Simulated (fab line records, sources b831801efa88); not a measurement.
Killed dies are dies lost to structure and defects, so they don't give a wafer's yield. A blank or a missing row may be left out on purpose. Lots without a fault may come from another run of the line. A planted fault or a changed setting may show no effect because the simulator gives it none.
Which tool did it? | flow gf180mcu | 13 lots, 39 wafers sampled, at 5 steps of a route of 602

WHAT THE GAUGES READ, wafer by wafer
GF_VT_IMPLANT_TW_MEAS_21.
lot  | measured     | on            | VT_IMPLANT_2_TW
L741 | day 6 11:59  | film_metro-02 | 1203 1196 1196
L744 | day 7 07:11  | film_metro-03 | 1225 1225 1230
L745 | day 7 13:20  | film_metro-02 | 1163 1165 1165
L746 | day 7 19:54  | film_metro-04 | 1222 1218 1224
L747 | day 8 05:14  | film_metro-03 | 1183 1184 1193
L751 | day 9 02:50  | film_metro-02 | 1200 1201 1196
L752 | day 9 10:17  | film_metro-02 | 1201 1195 1196
L756 | day 10 11:58 | film_metro-02 | 1193 1190 1191
L757 | day 10 17:41 | film_metro-03 | 1216 1220 1213
L758 | day 11 04:50 | film_metro-04 | 1225 1224 1221
L760 | day 11 10:27 | film_metro-02 | 1195 1190 1192
L761 | day 11 16:38 | film_metro-03 | 1214 1220 1219
L763 | day 12 11:08 | film_metro-04 | 1232 1229 1228

GF_M2_RS_MEAS_05: measures by four-point-probe.
lot  | measured     | on            | M2_ALCU_RS (ohm/sq)
L741 | day 18 10:44 | film_metro-04 | 0.0707 0.0700 0.0712
L744 | day 19 17:10 | film_metro-04 | 0.0698 0.0706 0.0702
L745 | day 20 11:05 | film_metro-01 | 0.0685 0.0698 0.0683
L746 | day 20 13:41 | film_metro-03 | 0.0700 0.0709 0.0699
L747 | day 20 21:15 | film_metro-03 | 0.0703 0.0718 0.0702
L751 | day 22 07:04 | film_metro-04 | 0.0703 0.0694 0.0694
L752 | day 22 12:42 | film_metro-03 | 0.0705 0.0704 0.0701
L756 | day 23 23:13 | film_metro-04 | 0.0693 0.0695 0.0702
L757 | day 24 09:46 | film_metro-03 | 0.0694 0.0699 0.0704
L758 | day 25 00:39 | film_metro-03 | 0.0705 0.0703 0.0703
L760 | day 25 12:58 | film_metro-04 | 0.0690 0.0700 0.0693
L761 | day 25 16:35 | film_metro-03 | 0.0687 0.0694 0.0702
L763 | day 26 07:52 | film_metro-03 | 0.0704 0.0693 0.0693

GF_V2_CD_MEAS_14: target cd 260 nm.
lot  | measured     | on        | cd_nm (nm)
L741 | day 20 11:50 | cd_sem-02 | 259.0 258.4 258.1
L744 | day 21 17:36 | cd_sem-01 | 259.8 259.1 261.0
L745 | day 22 11:27 | cd_sem-01 | 260.3 261.0 260.9
L746 | day 22 18:07 | cd_sem-01 | 260.1 258.7 258.7
L747 | day 22 21:34 | cd_sem-01 | 259.8 259.5 261.2
L751 | day 24 05:39 | cd_sem-01 | 261.9 261.8 260.8
L752 | day 24 10:57 | cd_sem-02 | 259.5 259.5 260.3
L756 | day 25 19:14 | cd_sem-02 | 259.0 257.8 258.4
L757 | day 26 05:33 | cd_sem-01 | 262.0 260.6 260.5
L758 | day 26 19:48 | cd_sem-02 | 259.7 259.2 259.2
L760 | day 27 08:14 | cd_sem-02 | 260.7 260.3 260.2
L761 | day 27 11:13 | cd_sem-02 | 258.4 259.9 259.0
L763 | day 28 01:56 | cd_sem-02 | 261.0 259.9 259.0

WHICH TOOL RAN EACH LOT (tool, then ch and the chambers of the sampled wafers, then the start)
lot  | GF_VT_IMPLANT_IMPLANT_19        | GF_V2_CVD_02
L741 | implanter-03 ch 0, day 6 11:44  | pecvd-04 ch 0,1,2, day 19 11:20
L744 | implanter-03 ch 0, day 7 06:56  | pecvd-03 ch 0,2, day 20 17:30
L745 | implanter-03 ch 0, day 7 13:05  | pecvd-02 ch 0,1, day 21 12:05
L746 | implanter-04 ch 0, day 7 19:40  | pecvd-02 ch 0,1, day 21 18:43
L747 | implanter-03 ch 0, day 8 04:59  | pecvd-02 ch 0,2, day 21 22:05
L751 | implanter-01 ch 0, day 9 02:35  | pecvd-02 ch 0,2, day 23 06:44
L752 | implanter-04 ch 0, day 9 10:02  | pecvd-03 ch 0,1,2, day 23 12:22
L756 | implanter-03 ch 0, day 10 11:44 | pecvd-04 ch 0,1, day 24 21:45
L757 | implanter-01 ch 0, day 10 17:26 | pecvd-02 ch 0,1,2, day 25 08:07
L758 | implanter-01 ch 0, day 11 04:35 | pecvd-03 ch 0,2, day 25 22:39
L760 | implanter-03 ch 0, day 11 10:13 | pecvd-03 ch 0,1, day 26 11:20
L761 | implanter-03 ch 0, day 11 16:25 | pecvd-03 ch 0,2, day 26 14:13
L763 | implanter-04 ch 0, day 12 10:53 | pecvd-04 ch 0,1, day 27 05:27
- GF_VT_IMPLANT_IMPLANT_19
- GF_V2_CVD_02: deposits SiO2 from TEOS, target thk 850 nm, time 94.851 s.

WHAT THE TOOLS THEMSELVES READ (means of the sampled wafers that have a number; where no wafer has one, the mark that the record gives instead)
GF_VT_IMPLANT_IMPLANT_19.
lot  | tool         | dose_ions_cm2 | faraday_current_uA
L741 | implanter-03 | 4.352e+12     | 24.2
L744 | implanter-03 | 4.343e+12     | 24.5
L745 | implanter-03 | 3.961e+12     | 22.2
L746 | implanter-04 | 4.347e+12     | 24.3
L747 | implanter-03 | 3.955e+12     | 22.6
L751 | implanter-01 | 4.345e+12     | 24.4
L752 | implanter-04 | 4.353e+12     | 24.4
L756 | implanter-03 | 4.349e+12     | 24.6
L757 | implanter-01 | 4.346e+12     | 24.2
L758 | implanter-01 | 4.356e+12     | 24.1
L760 | implanter-03 | 4.354e+12     | 24.3
L761 | implanter-03 | 4.347e+12     | 24.8
L763 | implanter-04 | 4.355e+12     | 24.2

GF_V2_CVD_02.
lot  | tool     | heater_power_w (W)
L741 | pecvd-04 | 700
L744 | pecvd-03 | 572
L745 | pecvd-02 | 616
L746 | pecvd-02 | 668
L747 | pecvd-02 | 591
L751 | pecvd-02 | 625
L752 | pecvd-03 | 659
L756 | pecvd-04 | 652
L757 | pecvd-02 | 630
L758 | pecvd-03 | 564
L760 | pecvd-03 | 648
L761 | pecvd-03 | 582
L763 | pecvd-04 | 652

THE ANSWER, worked out from the rows above alone
Rule: what is usual is taken from the lots themselves. Put in order of their means at a reading, lots are off if they are a third of the lots or fewer, leave a main group of 4 or more, and stand apart from it by a gap of 3 or more times the standard deviation of the main group's means; of several such gaps the widest counts. A main group whose means are all the same, to the digits that the tables above print for the reading, isn't used. A lot without any number at a reading at which 4 lots or more have one is off too. The other lots that the step has rows for count as sound. The gauges are gone through in route order, then the tools' own readings, and for those a lot's mean is taken as printed above. The first step at which some lot is off is used, and at that step the reading that is off furthest; a lot without a number counts as furthest.
Off: L745, L747, at GF_VT_IMPLANT_IMPLANT_19 (dose_ions_cm2). The main group: mean 4.350e+12, standard deviation 4.2e+09.
A tool fits if, at that step or a process step before it, it ran every lot that is off, and no sound lot after the first of them. None of those tried fits.

WHAT THE SIMULATOR HAD PUT IN
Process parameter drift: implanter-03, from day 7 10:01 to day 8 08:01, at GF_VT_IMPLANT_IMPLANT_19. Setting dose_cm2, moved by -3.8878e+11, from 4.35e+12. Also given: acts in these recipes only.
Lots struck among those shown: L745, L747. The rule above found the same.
